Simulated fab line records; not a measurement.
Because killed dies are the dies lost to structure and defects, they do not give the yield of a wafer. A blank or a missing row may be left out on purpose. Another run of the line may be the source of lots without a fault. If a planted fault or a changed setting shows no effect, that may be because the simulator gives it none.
The tool behind it: which one? / flow sky130 / 13 lots, 39 wafers sampled, at 2 steps of a route of 708

WHAT THE GAUGES READ, wafer by wafer
SKY_METAL4_OVL_MEAS_14. Usual: METAL4_OVL 1 nm, standard deviation 6.9.
lot=L985; measured=day 41 19:30; on=overlay-01; METAL4_OVL (nm)=4 4 0; flag=
lot=L987; measured=day 42 03:16; on=overlay-02; METAL4_OVL (nm)=-6 -4 -10; flag=
lot=L989; measured=day 43 02:49; on=overlay-01; METAL4_OVL (nm)=-2 -9 -9; flag=
lot=L988; measured=day 43 06:10; on=overlay-01; METAL4_OVL (nm)=-9 -3 -13; flag=
lot=L990; measured=day 43 13:17; on=overlay-01; METAL4_OVL (nm)=5 14 8; flag=
lot=L992; measured=day 44 02:29; on=overlay-02; METAL4_OVL (nm)=4 14 5; flag=
lot=L993; measured=day 44 09:25; on=overlay-02; METAL4_OVL (nm)=-14 -5 -6; flag=
lot=L994; measured=day 44 11:30; on=overlay-02; METAL4_OVL (nm)=2 6 -7; flag=
lot=L995; measured=day 45 00:26; on=overlay-02; METAL4_OVL (nm)=-3 1 0; flag=
lot=L103; measured=day 46 13:42; on=overlay-01; METAL4_OVL (nm)=-9 -9 -9; flag=
lot=L105; measured=day 46 23:44; on=overlay-01; METAL4_OVL (nm)=-5 -2 -3; flag=
lot=L107; measured=day 47 22:18; on=overlay-02; METAL4_OVL (nm)=-1 2 4; flag=
lot=L108; measured=day 48 04:14; on=overlay-02; METAL4_OVL (nm)=4 3 19; flag=

WHICH TOOL RAN EACH LOT (tool, then ch and the chambers of the sampled wafers, then the start)
lot=L985; SKY_POLY_CUT_ETCH_11=rie diel-01 ch 0,2,3, day 24 04:57
lot=L987; SKY_POLY_CUT_ETCH_11=rie diel-01 ch 2,3, day 24 16:54
lot=L989; SKY_POLY_CUT_ETCH_11=rie diel-01 ch 1,2,3, day 25 23:55
lot=L988; SKY_POLY_CUT_ETCH_11=rie diel-03 ch 0,2,3, day 26 02:06
lot=L990; SKY_POLY_CUT_ETCH_11=rie diel-01 ch 1,2,3, day 26 08:34
lot=L992; SKY_POLY_CUT_ETCH_11=rie diel-03 ch 0,3, day 27 01:40
lot=L993; SKY_POLY_CUT_ETCH_11=rie diel-03 ch 0,1, day 27 10:57
lot=L994; SKY_POLY_CUT_ETCH_11=rie diel-03 ch 0,2,3, day 27 14:12
lot=L995; SKY_POLY_CUT_ETCH_11=rie diel-02 ch 0,1,2, day 28 11:06
lot=L103; SKY_POLY_CUT_ETCH_11=rie diel-03 ch 0,1,3, day 30 10:03
lot=L105; SKY_POLY_CUT_ETCH_11=rie diel-03 ch 0,1,2, day 31 00:27
lot=L107; SKY_POLY_CUT_ETCH_11=rie diel-01 ch 0,3, day 32 08:09
lot=L108; SKY_POLY_CUT_ETCH_11=rie diel-01 ch 0,1,2, day 32 13:10
- SKY_POLY_CUT_ETCH_11: etches Si3N4 in CF4/CH2F2/Ar, stops on poly-Si, time 42.5 s, target depth 60 nm.

AS READ BY THE TOOLS THEMSELVES (means over the sampled wafers that have a number; for cases with no such wafer, the mark the record gives instead)
SKY_POLY_CUT_ETCH_11. Usual: drypump motor current A 5.7 A, standard deviation 0.53; oes product au 0.828 a.u., standard deviation 0.0059; throttle valve pct 14.992 %, standard deviation 0.0091.
lot=L985; tool=rie diel-01; drypump motor current A (A)=6.0; oes product au (a.u.)=0.819; throttle valve pct (%)=14.991; flag=
lot=L987; tool=rie diel-01; drypump motor current A (A)=5.6; oes product au (a.u.)=0.826; throttle valve pct (%)=14.990; flag=
lot=L989; tool=rie diel-01; drypump motor current A (A)=5.5; oes product au (a.u.)=0.827; throttle valve pct (%)=14.999; flag=
lot=L988; tool=rie diel-03; drypump motor current A (A)=5.9; oes product au (a.u.)=0.823; throttle valve pct (%)=14.998; flag=
lot=L990; tool=rie diel-01; drypump motor current A (A)=5.5; oes product au (a.u.)=0.824; throttle valve pct (%)=14.989; flag=
lot=L992; tool=rie diel-03; drypump motor current A (A)=6.2; oes product au (a.u.)=0.832; throttle valve pct (%)=14.991; flag=
lot=L993; tool=rie diel-03; drypump motor current A (A)=6.1; oes product au (a.u.)=0.828; throttle valve pct (%)=14.992; flag=
lot=L994; tool=rie diel-03; drypump motor current A (A)=5.9; oes product au (a.u.)=0.826; throttle valve pct (%)=14.994; flag=
lot=L995; tool=rie diel-02; drypump motor current A (A)=5.5; oes product au (a.u.)=0.834; throttle valve pct (%)=14.987; flag=
lot=L103; tool=rie diel-03; drypump motor current A (A)=6.2; oes product au (a.u.)=0.837; throttle valve pct (%)=14.993; flag=
lot=L105; tool=rie diel-03; drypump motor current A (A)=5.8; oes product au (a.u.)=0.823; throttle valve pct (%)=14.990; flag=
lot=L107; tool=rie diel-01; drypump motor current A (A)=5.6; oes product au (a.u.)=0.833; throttle valve pct (%)=14.992; flag=
lot=L108; tool=rie diel-01; drypump motor current A (A)=5.9; oes product au (a.u.)=0.835; throttle valve pct (%)=14.994; flag=

THE ANSWER, worked out from the rows above alone
Rule: a lot counts as off when the mean over its wafers that have a number is more than 3 standard deviations away from the usual mean. Also off: a lot with no number at a reading for which 4 or more lots have one. Where the step has rows for the other lots, those lots are counted as sound. First the gauges in route order, then the tools' own readings, where a lot's mean is used as printed above. At the first step where some lot is off, the reading lying furthest off is the one used; lots without a number count as furthest.
No lot is off at any reading shown: from this, nothing can be told.

WHAT WAS PUT IN BY THE SIMULATOR
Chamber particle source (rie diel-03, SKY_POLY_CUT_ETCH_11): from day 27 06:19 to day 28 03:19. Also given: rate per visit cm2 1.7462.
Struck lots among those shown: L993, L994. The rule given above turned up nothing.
